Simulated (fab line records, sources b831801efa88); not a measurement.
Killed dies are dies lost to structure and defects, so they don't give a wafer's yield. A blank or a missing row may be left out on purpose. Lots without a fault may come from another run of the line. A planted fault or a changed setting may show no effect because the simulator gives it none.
Which tool did it? | flow gf180mcu | 6 lots, 18 wafers sampled, at 3 steps of a route of 602

WHAT THE GAUGES READ, wafer by wafer
GF_V5_THK_MEAS_25: measures by xrf.
lot  | measured     | on            | V5_W_THK (nm)
L869 | day 27 17:00 | film_metro-02 | 345 339 339
L871 | day 28 03:28 | film_metro-01 | 334 343 341
L873 | day 28 20:04 | film_metro-01 | 340 348 340
L875 | day 29 12:41 | film_metro-02 | 347 336 336
L878 | day 30 15:01 | film_metro-02 | 351 349 335
L880 | day 31 00:55 | film_metro-02 | 339 344 345

WHICH TOOL RAN EACH LOT (tool, then ch and the chambers of the sampled wafers, then the start)
lot  | GF_V1_CMP_26                  | GF_V5_SPUTTER_21
L869 | cmp-02 ch 0,1,2, day 18 17:01 | pvd_sputter-01, day 27 16:39
L871 | cmp-01 ch 1,2, day 19 05:56   | pvd_sputter-01, day 28 03:07
L873 | cmp-01 ch 0,3, day 20 00:05   | pvd_sputter-03, day 28 19:44
L875 | cmp-01 ch 0,2,3, day 20 23:25 | pvd_sputter-03, day 29 12:20
L878 | cmp-02 ch 2,3, day 22 05:49   | pvd_sputter-01, day 30 14:39
L880 | cmp-02 ch 1,2,3, day 22 20:49 | pvd_sputter-01, day 31 00:35
- GF_V1_CMP_26: polishes, stops on SiO2, t overpolish 15 s, target thk 0 nm.
- GF_V5_SPUTTER_21: material Ti, target thk 15 nm, time 80.02 s.

THE ANSWER, worked out from the rows above alone
Rule: what is usual is taken from the lots themselves. Put in order of their means at a reading, lots are off if they are a third of the lots or fewer, leave a main group of 4 or more, and stand apart from it by a gap of 3 or more times the standard deviation of the main group's means; of several such gaps the widest counts. A main group whose means are all the same, to the digits that the tables above print for the reading, isn't used. A lot without any number at a reading at which 4 lots or more have one is off too. The other lots that the step has rows for count as sound.
No lot is off at any reading shown: from this, nothing can be told.

WHAT THE SIMULATOR HAD PUT IN
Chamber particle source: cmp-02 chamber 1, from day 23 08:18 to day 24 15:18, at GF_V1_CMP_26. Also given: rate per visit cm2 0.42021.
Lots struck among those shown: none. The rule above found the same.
